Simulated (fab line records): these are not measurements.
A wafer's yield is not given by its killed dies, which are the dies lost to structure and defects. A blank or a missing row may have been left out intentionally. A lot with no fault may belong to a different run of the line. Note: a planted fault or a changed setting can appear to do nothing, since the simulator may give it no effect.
Which of the tools did it? -- flow gf180mcu -- 39 wafers from 13 lots sampled at 2 of the route's 602 steps

WHAT THE GAUGES READ, wafer by wafer
GF_V3_THK_MEAS_03.
lot,measured,on,V3_CVD_02_THK (nm)
L111,day 22 00:39,filmMetro-01,840 849 852
L113,day 22 18:47,filmMetro-02,849 860 857
L114,day 23 07:11,filmMetro-02,854 841 856
L115,day 23 09:36,filmMetro-02,847 866 854
L116,day 24 04:33,filmMetro-04,839 869 867
L117,day 24 09:31,filmMetro-02,847 850 871
L118,day 24 11:20,filmMetro-04,844 841 848
L126,day 26 19:55,filmMetro-04,845 841 861
L127,day 27 03:58,filmMetro-01,847 855 864
L128,day 27 14:38,filmMetro-02,839 850 852
L129,day 28 00:17,filmMetro-02,831 846 853
L130,day 28 05:05,filmMetro-04,838 848 856
L133,day 29 05:35,filmMetro-02,854 849 856

WHICH TOOL RAN EACH LOT (tool, then ch and the chambers of the sampled wafers, then the start)
lot,GF_V3_CVD_02
L111,"pecvd-03 ch 0,1,2, day 22 00:35"
L113,"pecvd-02 ch 0,2, day 22 18:42"
L114,"pecvd-04 ch 1,2, day 23 07:06"
L115,"pecvd-03 ch 0,1,2, day 23 09:32"
L116,"pecvd-02 ch 1,2, day 24 04:29"
L117,"pecvd-03 ch 0,2, day 24 09:27"
L118,"pecvd-02 ch 0,1,2, day 24 11:16"
L126,"pecvd-04 ch 0,1,2, day 26 19:51"
L127,"pecvd-02 ch 0,1,2, day 27 03:54"
L128,"pecvd-03 ch 1,2, day 27 14:32"
L129,"pecvd-04 ch 1,2, day 28 00:12"
L130,"pecvd-04 ch 0,1,2, day 28 05:01"
L133,"pecvd-02 ch 0,1,2, day 29 05:31"
- GF_V3_CVD_02: deposits SiO2 from TEOS, target thk 850 nm, time 94.851 s.

WHAT THE TOOLS THEMSELVES READ (means of the sampled wafers that have a number; where no wafer has one, the mark that the record gives instead)
GF_V3_CVD_02.
lot,tool,heaterPowerW (W),rfFwdPowerW (W)
L111,pecvd-03,731,597.1
L113,pecvd-02,564,597.4
L114,pecvd-04,683,594.7
L115,pecvd-03,701,595.5
L116,pecvd-02,606,595.5
L117,pecvd-03,739,596.0
L118,pecvd-02,666,596.3
L126,pecvd-04,675,596.7
L127,pecvd-02,596,596.0
L128,pecvd-03,627,597.1
L129,pecvd-04,682,598.0
L130,pecvd-04,678,596.8
L133,pecvd-02,677,597.3

THE ANSWER, worked out from the rows above alone
Rule: the lots themselves supply what counts as usual. Put in order of their means at a reading, lots are off if they are a third of the lots or fewer, leave a main group of 4 or more, and stand apart from it by a gap of 3 or more times the standard deviation of the main group's means; of several such gaps the widest counts. A main group is skipped when, at the precision printed for the reading in the tables above, its means are all equal. Also off: a lot with no number at a reading for which 4 or more lots have one. Any other lot the step has rows for is counted as sound. Order of review: gauges by route order, followed by the tools' own readings, for which a lot's mean as printed above is used. The first step at which some lot is off is used, and at that step the reading that is off furthest; a lot without a number counts as furthest.
No lot is off at any reading shown: from this, nothing can be told.

WHAT WAS PUT IN BY THE SIMULATOR
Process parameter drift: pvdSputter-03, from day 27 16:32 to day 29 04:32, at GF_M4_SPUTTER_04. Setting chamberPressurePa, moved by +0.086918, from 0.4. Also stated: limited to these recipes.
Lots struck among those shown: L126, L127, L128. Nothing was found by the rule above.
